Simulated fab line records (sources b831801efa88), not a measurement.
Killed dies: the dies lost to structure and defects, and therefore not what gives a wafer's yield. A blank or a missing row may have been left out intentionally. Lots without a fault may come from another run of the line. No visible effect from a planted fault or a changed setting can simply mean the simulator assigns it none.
Shared-tool check + flow sky130 + Lots sampled 13, wafers sampled 51

## WHY THIS WAS OPENED
SKY_SONOS_ONO_THK_MEAS_03, reading SONOS_ONO_CVD_02_THK: flagged on 4 of 13 lots. No-fault wafers: 10.43 nm, standard deviation 0.16.
Rule: a lot is flagged in two cases, either no wafer of it has a number, or all its wafers with numbers fall more than 4 standard deviations from that mean. As for the other lots, they are considered sound.

| lot  | measured     | on            | SONOS_ONO_CVD_02_THK (nm), wafer by wafer | flag    |
|------|--------------|---------------|-------------------------------------------|---------|
| L668 | day 12 16:24 | film-metro-04 | 10.39 10.34 10.34                         |         |
| L669 | day 12 23:58 | film-metro-04 | 10.34 10.35 10.23                         |         |
| L670 | day 13 05:02 | film-metro-01 | 10.55 10.47 10.56                         |         |
| L671 | day 13 10:30 | film-metro-04 | 10.51 10.56 10.48                         |         |
| L673 | day 13 22:41 | film-metro-02 | 10.83 10.80 10.79                         |         |
| L676 | day 15 08:02 | film-metro-04 | 8.24 8.10 8.20 8.24 8.11 8.22             | FLAGGED |
| L678 | day 16 01:37 | film-metro-04 | 8.05 8.07 8.11 7.99 8.14 8.04             | FLAGGED |
| L681 | day 16 17:55 | film-metro-01 | 8.37 8.23 8.28 8.40 8.20 8.28             | FLAGGED |
| L683 | day 17 05:44 | film-metro-02 | 8.39 8.39 8.20 8.36 8.38 8.30             | FLAGGED |
| L685 | day 18 08:47 | film-metro-01 | 10.38 10.49 10.38                         |         |
| L686 | day 18 11:38 | film-metro-02 | 10.58 10.57 10.49                         |         |
| L687 | day 19 01:23 | film-metro-01 | 10.45 10.48 10.57                         |         |
| L689 | day 19 14:38 | film-metro-04 | 10.68 10.47 10.49                         |         |
On average the flagged lots' numbers are 8.22 nm, which is -2.21 nm against the usual, or -14 standard deviations.

## TOOL THAT RAN EACH LOT
The record keeps 1 process step preceding the reading, out of 708 steps on the route. Every cell lists first the tool, next ch and the chambers used by the sampled wafers, and last the start.
| lot  | flag    | SKY_SONOS_ONO_CVD_02        |
|------|---------|-----------------------------|
| L668 |         | lpcvd-02 ch 1, day 12 15:21 |
| L669 |         | lpcvd-02 ch 0, day 12 22:55 |
| L670 |         | lpcvd-02 ch 0, day 13 03:58 |
| L671 |         | lpcvd-02 ch 1, day 13 08:55 |
| L673 |         | lpcvd-02 ch 0, day 13 21:38 |
| L676 | FLAGGED | lpcvd-02 ch 0, day 15 06:58 |
| L678 | FLAGGED | lpcvd-02 ch 0, day 16 00:32 |
| L681 | FLAGGED | lpcvd-02 ch 0, day 16 16:52 |
| L683 | FLAGGED | lpcvd-02 ch 0, day 17 04:40 |
| L685 |         | lpcvd-02 ch 1, day 18 07:44 |
| L686 |         | lpcvd-02 ch 1, day 18 10:34 |
| L687 |         | lpcvd-02 ch 1, day 19 00:20 |
| L689 |         | lpcvd-02 ch 1, day 19 13:35 |
What is done by these steps:
- SKY_SONOS_ONO_CVD_02: deposits Si3N4 from DCS/NH3, target thk 10.5 nm, time 180 s.
- SKY_SONOS_ONO_THK_MEAS_03

## FLAGGED OVER TOTAL, TOOL BY TOOL (the gauges that took the reading come last)
| step                      | tool          | lots run | flagged | share of the flagged lots | sound lots run after its first flagged lot |
|---------------------------|---------------|----------|---------|---------------------------|--------------------------------------------|
| SKY_SONOS_ONO_CVD_02      | lpcvd-02      | 13       | 4       | all                       | 4 (L685,L686,L687,L689)                    |
| SKY_SONOS_ONO_THK_MEAS_03 | film-metro-01 | 4        | 1       | some                      | 2 (L685,L687)                              |
| SKY_SONOS_ONO_THK_MEAS_03 | film-metro-02 | 3        | 1       | some                      | 1 (L686)                                   |
| SKY_SONOS_ONO_THK_MEAS_03 | film-metro-04 | 6        | 2       | some                      | 1 (L689)                                   |

## WHAT THE TABLE ALLOWS
In the table, 1 row covers all flagged lots: lpcvd-02 at SKY_SONOS_ONO_CVD_02.
- lpcvd-02 at SKY_SONOS_ONO_CVD_02: 4 of its 13 lots flagged. Lots that were sound ran on it after the first flagged one (L685, L686, L687, L689); a persistent fault on the entire tool would not allow that.
There is no row in the table that ran each flagged lot and no sound lot after the first.

## WHAT WAS PUT IN BY THE SIMULATOR
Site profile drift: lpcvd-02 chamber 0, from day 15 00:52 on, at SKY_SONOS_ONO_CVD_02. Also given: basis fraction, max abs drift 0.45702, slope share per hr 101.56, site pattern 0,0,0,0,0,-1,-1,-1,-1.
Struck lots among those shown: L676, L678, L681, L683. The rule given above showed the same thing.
